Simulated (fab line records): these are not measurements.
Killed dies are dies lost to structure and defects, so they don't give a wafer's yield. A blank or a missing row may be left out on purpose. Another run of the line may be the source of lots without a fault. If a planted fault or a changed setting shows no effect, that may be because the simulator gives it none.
8D (eight disciplines) problem report, filled in by code | flow gf180mcu | the parts of the form that need people (team, actions taken, sign-off) are left out

1. THE ISSUE
Wafers without a fault read 259.8 nm, standard deviation 1.2; cdNm at GF_V1_CD_MEAS_14 reads a mean of 242.9 nm on 6 wafers belonging to 2 lots. Relative to the usual mean, that is a shift of -14 standard deviations.
The step: target cd 260 nm.
Earliest sighting: wafer L328.1 on cdSem-01 at day 23 00:26. The record holds 39 wafers of 13 lots with a number at this step. By rule, "out" or "out of limits" means more than 4 standard deviations away from the usual mean. The rest of the wafers with a number are treated as sound.

2. WHAT IT IS, AND WHAT IT ISN'T
question                    | is                     | is not
which readings at this step | cdNm                   | -
which lots                  | L328, L331             | L315, L317, L318, L319, L320, L325, L334, L335, L336, L337, L338
which wafers of those lots  | all that have a number | -
read on which gauges        | cdSem-01, cdSem-02     | -
when                        | from day 23 00:26      | up to then (18 sound wafers); but 15 sound wafers of L334, L335, L336, L337, L338 came after

3. SUSPECTS, AND WHAT RULES EACH OUT
Counting: a tool at a process step up to the reading stays a suspect if it ran every lot that is out and no sound lot after the first of them.
- the gauge at GF_V1_CD_MEAS_14 has been ruled out. Those wafers that are out were read across 2 gauges (cdSem-01, cdSem-02).
- lithoTrack-04 at GF_V1_SOFTBAKE_10 (time 60 s): kept. It processed each lot that is out, first L328 at day 22 13:00, and no sound lot thereafter; up to then, the last sound lot it processed was L325 at day 21 12:00. Its own readings are out on those wafers: heaterPowerTotalW, plateTempC.
Left after counting: lithoTrack-04 at GF_V1_SOFTBAKE_10.

4. THE CAUSE (what the simulator had put in)
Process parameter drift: lithoTrack-04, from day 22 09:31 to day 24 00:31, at GF_V1_SOFTBAKE_10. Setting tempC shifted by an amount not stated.
Counting left only this tool.

5. SEQUENCE OF EFFECTS, ordered by route
Each row: a reading where the mean over the struck wafers with a number is more than 3 standard deviations away from the usual. Only readings for which the record gives a usual standard deviation are gone through. hours: the time from each lot's start at the first step in this table that gives one to its start at this step, as a median over the lots. sigmas: the change in usual standard deviations.
hours | step              | reading           | usual    | on struck wafers | change | sigmas
0     | GF_V1_SOFTBAKE_10 | heaterPowerTotalW | 93.05 W  | 84.99            | -8.06  | -99 or more
0     | GF_V1_SOFTBAKE_10 | plateTempC        | 130.00 C | 121.47           | -8.53  | -66
12    | GF_V1_CD_MEAS_14  | cdNm              | 259.8 nm | 242.9            | -16.9  | -14
The process steps in it:
- GF_V1_SOFTBAKE_10: time 60 s.
At these later measuring or inspecting steps, every struck wafer for which the step has a row has a number for every such reading, and none has moved that far: GF_V3_RS_MEAS_24, GF_M4_THK_MEAS_06.

6. WHAT WOULD HAVE CAUGHT IT SOONER
15 hours passed between the start of the fault at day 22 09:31 and the first reading out of limits at a measuring or inspecting step in this record, taken at day 23 00:26.
Tool's own readings at GF_V1_SOFTBAKE_10, heaterPowerTotalW, plateTempC: out on all struck wafers the step has rows for; an alarm limit on them would have tripped on the first.
Among the 2 lots that are out, L331 began GF_V1_SOFTBAKE_10 on lithoTrack-04 after day 23 00:26. A hold on the tool at that time would have spared it.
